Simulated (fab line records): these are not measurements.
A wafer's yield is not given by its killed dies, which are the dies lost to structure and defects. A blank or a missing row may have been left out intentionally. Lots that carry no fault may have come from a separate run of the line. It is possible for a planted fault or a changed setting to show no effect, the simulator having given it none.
Which tool was responsible? ; flow gf180mcu ; 6 lots with 18 wafers sampled at 2 steps, on a route of 602 steps

== WHAT THE GAUGES READ, wafer by wafer ==
GF_VT_IMPLANT_TW_MEAS_21.
lot;measured;on;VT_IMPLANT_2_TW
L567;day 6 11:50;film-metro-03;1196 1194 1194
L569;day 6 22:17;film-metro-01;1202 1199 1201
L573;day 8 08:02;film-metro-03;578 580 578
L582;day 10 12:26;film-metro-03;1199 1197 1200
L585;day 11 07:43;film-metro-03;1197 1205 1198
L587;day 11 20:11;film-metro-01;1202 1200 1202

== TOOL THAT RAN EACH LOT (tool first, then ch and the chambers of the sampled wafers, then the start) ==
lot;GF_VT_IMPLANT_IMPLANT_19
L567;implanter-01 ch 0, day 6 11:35
L569;implanter-04 ch 0, day 6 22:02
L573;implanter-04 ch 0, day 8 07:49
L582;implanter-02 ch 0, day 10 12:13
L585;implanter-02 ch 0, day 11 07:28
L587;implanter-02 ch 0, day 11 19:57
- GF_VT_IMPLANT_IMPLANT_19

== THE ANSWER, worked out from the rows above alone ==
Rule: the lots themselves supply what counts as usual. The widest of any qualifying gaps counts: lots, ordered by their means at a reading, are off when they make up no more than a third of the lots, leave a main group of 4 or more, and stand apart from it by 3 or more times the standard deviation of that group's means. A main group whose means are all the same, to the digits that the tables above print for the reading, isn't used. Also off: a lot with no number at a reading for which 4 or more lots have one. All remaining lots with rows at the step are treated as sound.
Off: L573, at GF_VT_IMPLANT_TW_MEAS_21 (VT_IMPLANT_2_TW). Main group: mean 1199, sd 2.4.
If a tool, at a process step before that reading, ran all the lots that are off and no sound lot after the first of them, it fits. Gauges at GF_VT_IMPLANT_TW_MEAS_21: tried the same way as those tools. One fits: GF_VT_IMPLANT_IMPLANT_19 on implanter-04. A fault onset in the window from L569 (day 6 22:02, its last sound lot) to L573 (day 8 07:49, its first lot off) fits.

== WHAT HAD BEEN PUT IN BY THE SIMULATOR ==
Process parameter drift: implanter-04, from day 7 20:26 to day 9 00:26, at GF_VT_IMPLANT_IMPLANT_19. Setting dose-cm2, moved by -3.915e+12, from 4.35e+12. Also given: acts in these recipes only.
Shown lots that were struck: L573. The rule above reached the same finding.
